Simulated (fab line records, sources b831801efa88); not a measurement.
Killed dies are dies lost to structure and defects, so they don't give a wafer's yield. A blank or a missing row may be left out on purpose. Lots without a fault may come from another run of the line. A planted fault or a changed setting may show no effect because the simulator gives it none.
A struck lot beside a sound one | flow sky130 | 15 steps out of a route of 708
Sound: wafers L995.2, L995.4, L995.5. Struck: wafers L990.1, L990.3, L990.6. The cause comes at the end.
At each step with rows: each side's tool, then ch and its chambers, then its first start. Under that, the readings that differ: sound wafers | struck wafers | difference of the means | sigmas: that difference in standard deviations of wafers without a fault.
alike: readings whose means differ by less than 2 such deviations, and words and numbers that are the same on both sides. not compared: withheld readings, readings that some wafer has no value for, bounds like >300 that may hide the same value, and numbers for which the record gives no deviation and whose values overlap.
The two part at a step that has a row with sigmas, a row that says differs or no value, or rows on one side only. Numbers that don't overlap but have no deviation are shown without sigmas and don't part them. A reading that every wafer of one side lacks parts them only if that side has two wafers or more.

first, 8 steps without rows for these wafers: SKY_LI_CONTACT_DEHYDRATE_04 (time 60 s); SKY_LI_CONTACT_HMDS_05 (prime time 60 s); SKY_LI_CONTACT_COAT_06 (resist thk 60 nm); SKY_LI_CONTACT_COAT_07 (resist thk 450 nm); SKY_LI_CONTACT_SOFTBAKE_08 (time 90 s); SKY_LI_CONTACT_EXPOSE_09 (exposes mask LICM1, target cd 170 nm); SKY_LI_CONTACT_PEB_10; SKY_LI_CONTACT_DEVELOP_11 (develop time 60 s).
SKY_LI_CONTACT_CD_MEAS_12: target cd 170 nm.
  sound on cd_sem-02, day 35 16:19; struck on cd_sem-02, day 33 20:26
  alike: cd_nm
SKY_LI_CONTACT_OVL_MEAS_13:
  sound on overlay-02, day 35 16:26; struck on overlay-01, day 33 20:34
  alike: LI_CONTACT_OVL
SKY_LI_CONTACT_ETCH_14: etches BARC in N2/H2, stops on SiO2, time 45.9 s, target depth 60 nm.
  sound on rie_diel-03 ch 0,1,3, day 35 16:28; struck on rie_diel-04 ch 0,2, day 33 20:35
  alike: chamber_pressure_mTorr, drypump_motor_current_A, h2_flow_sccm, oes_product_au, rf_fwd_power_W, throttle_valve_pct
  not compared: rf_hours_counter_h
SKY_LI_CONTACT_ETCH_15: etches PSG in C4F8/O2/Ar, stops on Si, target depth 600 nm.
  sound on rie_diel-03 ch 0,1,3, day 35 16:30; struck on rie_diel-04 ch 0,2, day 33 20:38
  alike: chamber_pressure_mTorr, oes_product_au, rf_fwd_power_W
SKY_LI_CONTACT_STRIP_16: strips in O2/N2.
  sound on plasma_asher-03 ch 0, day 35 16:35; struck on plasma_asher-02 ch 0, day 33 20:43
  no value came back on the struck wafers for chamber_pressure_mTorr (mTorr), drypump_motor_current_A (A), oes_product_au (a.u.), strip_time_to_endpoint_s (s); on the sound wafers chamber_pressure_mTorr (mTorr) reads 1501.5 1498.4 1499.6
  reading                                           | sound | struck            | difference | sigmas
  model.KrF-thick_of_LI_CONTACT_COAT_07.thk_nm (nm) | 0 0 0 | 235.1 231.7 235.2 | +234.0     |
  not compared: rf_hours_counter_h
then, 1 step without rows for these wafers: SKY_LI_CONTACT_CLEAN_17 (cleans in NMP, time 600 s).
-- the record jumps here: 15 days lie between the struck wafers' starts before and after (it left off in module LI_CONTACT and takes up again in module PAD_OPEN, whose first step shown is number 708 of the route) --
SKY_PAD_OPEN_PROBE_99:
  sound on prober-01, day 50 08:28; struck on prober-02, day 49 04:16
  reading            | sound    | struck      | difference | sigmas
  killed_at_contacts | 27 31 22 | 434 426 441 | +407       | +74
  killed_dies        | 98 99 85 | 492 492 492 | +398       | +42
  killed_on_rim      | 20 16 16 | 96 96 96    | +79        | +20
  alike: killed_at_M0_to_M3, killed_at_M4_up, killed_at_front_end, killed_at_other, killed_open, killed_short

WHERE THEY PART
First at SKY_LI_CONTACT_STRIP_16; last, within this record, at SKY_PAD_OPEN_PROBE_99.

WHY: what the simulator had put in
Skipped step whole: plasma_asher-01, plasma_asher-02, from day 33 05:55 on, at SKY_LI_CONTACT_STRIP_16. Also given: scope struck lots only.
